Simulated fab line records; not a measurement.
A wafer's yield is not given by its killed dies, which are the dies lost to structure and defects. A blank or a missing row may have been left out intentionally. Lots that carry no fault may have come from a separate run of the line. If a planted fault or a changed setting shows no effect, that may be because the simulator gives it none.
Struck lot and sound lot, side by side || flow sky130 || 16 steps out of a route of 708
Sound: these wafers, L906.1, L906.2, L906.5. Wafers struck: L913.1, L913.2, L913.3. At the end, the cause is stated.
For every step that has rows: the tool of each side, followed by ch and its chambers, followed by its first start. Under that, the readings that differ: sound wafers || struck wafers || difference of the means || sigmas: that difference in standard deviations of wafers without a fault.
alike: a reading whose means differ by less than 2 such deviations, as well as words and numbers matching on both sides. not compared: withheld readings; readings where some wafer has no value; bounds like >300 that might hide an equal value; numbers whose values overlap and for which the record gives no deviation.
Wherever a step has rows on one side only, a row that says differs or no value, or a row with sigmas, the two part there. Numbers that have no deviation but don't overlap get no sigmas and don't part them. A reading missing from all wafers of one side parts the sides only when that side holds two or more wafers.

SKY_VT_ADJUST_LVTN_OVL_MEAS_07:
  sound on overlay-02 at day 9 15:58; struck on overlay-02 at day 11 23:37
  alike: VT_ADJUST_LVTN_OVL
then, 1 step without rows for these wafers: SKY_VT_ADJUST_LVTN_IMPLANT_08.
SKY_VT_ADJUST_LVTN_STRIP_09: strips in O2/N2.
  sound on plasma-asher-04 ch 0,1, day 9 16:08; struck on plasma-asher-04 ch 0,1, day 11 23:47
  alike: drypump-motor-current-A, oes-product-au, strip-time-to-endpoint-s
  not compared: rf-hours-counter-h
SKY_VT_ADJUST_LVTN_TW_MEAS_10:
  sound on film-metro-04 at day 9 16:14; struck on film-metro-01 at day 11 23:53
{"reading": "VT_ADJUST_LVTN_TW", "sound": "240.9 240.3 241.7", "struck": "238.1 238.2 238.0", "difference": -2.9, "sigmas": -2}
then, 7 steps without rows for these wafers: SKY_VT_ADJUST_LVTN_DEHYDRATE_11 (time 60 s); SKY_VT_ADJUST_LVTN_HMDS_12 (prime time 60 s); SKY_VT_ADJUST_LVTN_COAT_13 (resist thk 1140 nm); SKY_VT_ADJUST_LVTN_SOFTBAKE_14 (time 60 s); SKY_VT_ADJUST_LVTN_EXPOSE_15 (exposes mask HVN STD DERIVED, target cd 600 nm); SKY_VT_ADJUST_LVTN_PEB_16; SKY_VT_ADJUST_LVTN_DEVELOP_17 (develop time 60 s).
SKY_VT_ADJUST_LVTN_OVL_MEAS_18:
  sound on overlay-02 at day 10 14:40; struck on overlay-02 at day 13 00:22
  alike: VT_ADJUST_LVTN_01_OVL
SKY_VT_ADJUST_LVTN_IMPLANT_19:
  sound on implanter-01 ch 0, day 10 14:41; struck on implanter-01 ch 0, day 13 00:23
{"reading": "dose-ions-cm2", "sound": "6.502e+11 6.499e+11 6.497e+11", "struck": "3.989e+11 3.985e+11 3.988e+11", "difference": -2.512e+11, "sigmas": "-99 or more"}
{"reading": "faraday-current-uA", "sound": "3.59 3.61 3.67", "struck": "2.21 2.21 2.24", "difference": -1.40, "sigmas": -19}
  alike: beam-on-s, end-station-pressure-torr
SKY_VT_ADJUST_LVTN_STRIP_20: strips in O2/N2.
  sound on plasma-asher-03 ch 0,1, day 10 14:50; struck on plasma-asher-01 ch 0,1, day 13 00:32
{"reading": "drypump-motor-current-A (A)", "sound": "5.3 5.6 5.3", "struck": "6.7 5.7 6.8", "difference": "+1.0", "sigmas": "+2"}
{"reading": "strip-time-to-endpoint-s (s)", "sound": "14.11 14.10 14.14", "struck": "14.19 14.20 14.22", "difference": "+0.09", "sigmas": "+2"}
  alike: oes-product-au
  not compared: rf-hours-counter-h
SKY_VT_ADJUST_LVTN_TW_MEAS_21:
  sound on film-metro-02 at day 10 14:56; struck on film-metro-04 at day 13 00:52
{"reading": "VT_ADJUST_LVTN_2_TW", "sound": "188.9 189.3 189.3", "struck": "163.2 163.6 162.9", "difference": -25.9, "sigmas": -24}
  not compared: hold
-- a jump in the record: the struck wafers' starts before and after are 37 days apart (it breaks off in module VT_ADJUST_LVTN and resumes in module PAD_OPEN, where the first step shown is number 708 of the route) --
SKY_PAD_OPEN_PROBE_99:
  sound on prober-02 at day 48 15:04; struck on prober-02 at day 50 03:29
{"reading": "model.etest.res-pwell-under-gate.rs-ohm-sq", "sound": "2288 2289 2283", "struck": "2329 2352 2343", "difference": "+55", "sigmas": ""}
{"reading": "model.etest.nfet-g5v0d10v5.body-rise-v (V)", "sound": "0.6661 0.6685 0.6636", "struck": "0.628 0.6268 0.6227", "difference": -0.040, "sigmas": ""}
{"reading": "model.etest.nfet_16v.body-rise-v (V)", "sound": "0.662 0.667 0.6602", "struck": "0.6242 0.6245 0.6174", "difference": -0.0410, "sigmas": ""}
{"reading": "model.etest.nfet-g5v0d10v5.vt-sat-v (V)", "sound": "0.7613 0.7536 0.7625", "struck": "0.7371 0.7326 0.731", "difference": -0.0256, "sigmas": ""}
{"reading": "model.etest.nfet-g5v0d10v5.vt-v (V)", "sound": "0.8217 0.8126 0.8245", "struck": "0.8074 0.8001 0.7988", "difference": -0.0175, "sigmas": ""}
{"reading": "model.etest.nfet_16v.vt-v (V)", "sound": "0.7612 0.7673 0.7637", "struck": "0.7602 0.7491 0.7491", "difference": -0.0113, "sigmas": ""}
{"reading": "model.etest.nfet-g5v0d10v5.vt-long-v (V)", "sound": "0.8053 0.809 0.809", "struck": "0.8032 0.7942 0.7945", "difference": -0.0105, "sigmas": ""}
  alike: killed_at_M0_to_M3, killed_at_M4_up, killed-at-contacts, killed-at-front-end, killed-at-other, killed-dies, killed-on-rim, killed-open, killed-short

## WHERE THEY PART
First at SKY_VT_ADJUST_LVTN_TW_MEAS_10; last, within this record, at SKY_VT_ADJUST_LVTN_TW_MEAS_21. Later steps at which nothing parts them and some readings are alike: SKY_PAD_OPEN_PROBE_99.

WHY: whatever the simulator had introduced
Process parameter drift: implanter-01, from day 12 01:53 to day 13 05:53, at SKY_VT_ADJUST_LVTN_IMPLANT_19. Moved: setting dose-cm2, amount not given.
